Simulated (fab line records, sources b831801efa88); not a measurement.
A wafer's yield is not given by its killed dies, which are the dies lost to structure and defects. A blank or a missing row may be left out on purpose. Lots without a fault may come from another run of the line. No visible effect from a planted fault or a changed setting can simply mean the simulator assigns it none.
Which of the tools did it? ; flow sky130 ; 36 wafers from 12 lots sampled at 5 of the route's 708 steps

## WHAT THE GAUGES SHOWED, per wafer
SKY_POLY_CUT_OVL_MEAS_09. Usual: for POLY_CUT_OVL the level is -3 nm and the standard deviation is 6.8.
lot;measured;on;POLY_CUT_OVL (nm);flag
L645;day 24 21:31;overlay-01;2 -4 -3;
L646;day 25 17:09;overlay-01;-1 2 3;
L648;day 26 02:05;overlay-02;-8 -3 -13;
L652;day 27 20:51;overlay-02;-11 -6 -17;
L654;day 28 05:28;overlay-02;-12 -7 -17;
L655;day 28 12:50;overlay-02;-1 -4 -5;
L656;day 29 09:37;overlay-02;-5 -6 -2;
L661;day 30 06:45;overlay-01;-4 -16 -8;
L662;day 30 11:24;overlay-02;-7 -3 -7;
L664;day 31 11:11;overlay-02;5 5 3;
L665;day 31 22:37;overlay-01;-2 -8 -2;
L667;day 32 09:42;overlay-01;11 3 6;

SKY_SD_P_CD_MEAS_07: the cd target is 380 nm. Usual: cd_nm reads 380.0 nm (standard deviation 2.6).
lot;measured;on;cd_nm (nm);flag
L645;day 26 02:16;cd_sem-02;377.2 377.7 378.7;
L646;day 26 21:31;cd_sem-01;375.3 375.8 375.8;
L648;day 27 06:14;cd_sem-02;377.6 380.7 380.1;
L652;day 29 01:23;cd_sem-01;376.6 377.2 378.1;
L654;day 29 09:51;cd_sem-01;382.5 378.9 382.1;
L655;day 29 17:52;cd_sem-02;411.2 411.0 409.6;OFF
L656;day 30 14:06;cd_sem-01;382.0 383.2 380.4;
L661;day 31 11:26;cd_sem-01;378.7 378.8 381.5;
L662;day 31 15:10;cd_sem-02;380.2 381.8 382.4;
L664;day 32 14:41;cd_sem-02;377.6 380.4 378.8;
L665;day 33 02:01;cd_sem-01;383.1 383.5 383.9;
L667;day 33 11:16;cd_sem-01;378.6 378.5 380.6;

SKY_SD_N_RS_MEAS_17: measurement is done with a four-point probe. Usual: for SD_P_RS the level is 147.1 ohm/sq and the standard deviation is 0.39.
lot;measured;on;SD_P_RS (ohm/sq);flag
L645;day 28 12:29;film_metro-03;147.4 147.5 147.6;
L646;day 29 07:28;film_metro-01;147.3 147.2 147.1;
L648;day 29 16:15;film_metro-01;147.4 147.4 147.3;
L652;day 31 11:06;film_metro-04;146.7 146.9 147.0;
L654;day 31 19:01;film_metro-01;147.3 147.3 147.7;
L655;day 32 03:30;film_metro-01;147.2 147.3 147.4;
L656;day 32 21:58;film_metro-03;147.7 147.5 147.8;
L661;day 33 18:15;film_metro-03;147.4 146.9 147.0;
L662;day 33 22:34;film_metro-04;147.2 147.2 146.8;
L664;day 34 21:01;film_metro-01;147.6 147.3 147.3;
L665;day 35 08:59;film_metro-01;147.0 146.5 146.6;
L667;day 35 18:10;film_metro-03;146.8 147.6 146.7;

## WHAT TOOL EACH LOT RAN ON (gives the tool, then ch and the chambers of the sampled wafers, and finally the start)
lot;SKY_POLY_CUT_STRIP_12;SKY_SD_P_EXPOSE_04
L645;plasma_asher-03 ch 0,1, day 24 21:38;iline_stepper-02 ch 0, day 25 11:47
L646;plasma_asher-04 ch 0,1, day 25 17:16;iline_stepper-02 ch 0, day 26 07:40
L648;plasma_asher-03 ch 0,1, day 26 02:12;iline_stepper-02 ch 0, day 26 16:31
L652;plasma_asher-04 ch 0,1, day 27 20:58;iline_stepper-01 ch 0, day 28 11:02
L654;plasma_asher-02 ch 0,1, day 28 05:36;iline_stepper-01 ch 0, day 28 19:50
L655;plasma_asher-03 ch 0,1, day 28 12:57;iline_stepper-02 ch 0, day 29 03:22
L656;plasma_asher-03 ch 0,1, day 29 09:46;iline_stepper-01 ch 0, day 30 00:31
L661;plasma_asher-02 ch 0,1, day 30 06:52;iline_stepper-01 ch 0, day 30 21:22
L662;plasma_asher-04 ch 0,1, day 30 11:32;iline_stepper-02 ch 0, day 31 01:44
L664;plasma_asher-02 ch 0,1, day 31 11:18;iline_stepper-02 ch 0, day 32 01:01
L665;plasma_asher-04 ch 0,1, day 31 22:44;iline_stepper-02 ch 0, day 32 13:28
L667;plasma_asher-04 ch 0,1, day 32 09:49;iline_stepper-01 ch 0, day 32 22:37
- SKY_POLY_CUT_STRIP_12: strips in O2/N2.
- SKY_SD_P_EXPOSE_04: exposes mask PSDM, target cd 380 nm.

## AS READ BY THE TOOLS THEMSELVES (means over the sampled wafers that have a number; for cases with no such wafer, the mark the record gives instead)
SKY_POLY_CUT_STRIP_12. Usual: drypump_motor_current_A 5.7 A, standard deviation 0.45; oes_product_au 0.453 a.u., standard deviation 0.0049; strip_time_to_endpoint_s 5.363 s, standard deviation 0.017.
lot;tool;drypump_motor_current_A (A);oes_product_au (a.u.);strip_time_to_endpoint_s (s);flag
L645;plasma_asher-03;6.1;0.455;5.376;
L646;plasma_asher-04;5.5;0.457;5.378;
L648;plasma_asher-03;6.4;0.454;5.367;
L652;plasma_asher-04;5.7;0.457;5.362;
L654;plasma_asher-02;5.4;0.453;5.354;
L655;plasma_asher-03;6.4;0.454;5.360;
L656;plasma_asher-03;6.2;0.459;5.347;
L661;plasma_asher-02;5.4;0.451;5.380;
L662;plasma_asher-04;5.5;0.456;5.374;
L664;plasma_asher-02;5.4;0.446;5.353;
L665;plasma_asher-04;5.6;0.454;5.335;
L667;plasma_asher-04;5.7;0.450;5.340;

SKY_SD_P_EXPOSE_04. Usual: focus_offset_nm 0.0 nm, standard deviation 0.54; reticle_temp_C 22.97 C, standard deviation 0.12.
lot;tool;focus_offset_nm (nm);reticle_temp_C (C);flag
L645;iline_stepper-02;0.3;22.88;
L646;iline_stepper-02;0.2;22.92;
L648;iline_stepper-02;0.5;22.94;
L652;iline_stepper-01;-0.7;23.01;
L654;iline_stepper-01;-0.2;22.94;
L655;iline_stepper-02;0.2;22.89;
L656;iline_stepper-01;0.1;23.12;
L661;iline_stepper-01;0.4;22.83;
L662;iline_stepper-02;-0.6;23.06;
L664;iline_stepper-02;-0.2;23.00;
L665;iline_stepper-02;-0.4;22.89;
L667;iline_stepper-01;0.1;22.88;

## THE ANSWER, worked out from the rows above alone
Rule: take the mean of a lot's wafers that have a number; if it is more than 3 standard deviations from the usual mean, the lot is off. Also off: a lot with no number at a reading for which 4 or more lots have one. Any other lot the step has rows for is counted as sound. The gauges are gone through in route order, then the tools' own readings, and for those a lot's mean is taken as printed above. At the first step where some lot is off, the reading lying furthest off is the one used; lots without a number count as furthest.
Off: L655, at SKY_SD_P_CD_MEAS_07 (cd_nm).
A tool fits if, at a process step before that reading, it ran every lot that is off, and no sound lot after the first of them. Gauges at SKY_SD_P_CD_MEAS_07: tried the same way as those tools. None of those tried fits.

## WHAT HAD BEEN PUT IN BY THE SIMULATOR
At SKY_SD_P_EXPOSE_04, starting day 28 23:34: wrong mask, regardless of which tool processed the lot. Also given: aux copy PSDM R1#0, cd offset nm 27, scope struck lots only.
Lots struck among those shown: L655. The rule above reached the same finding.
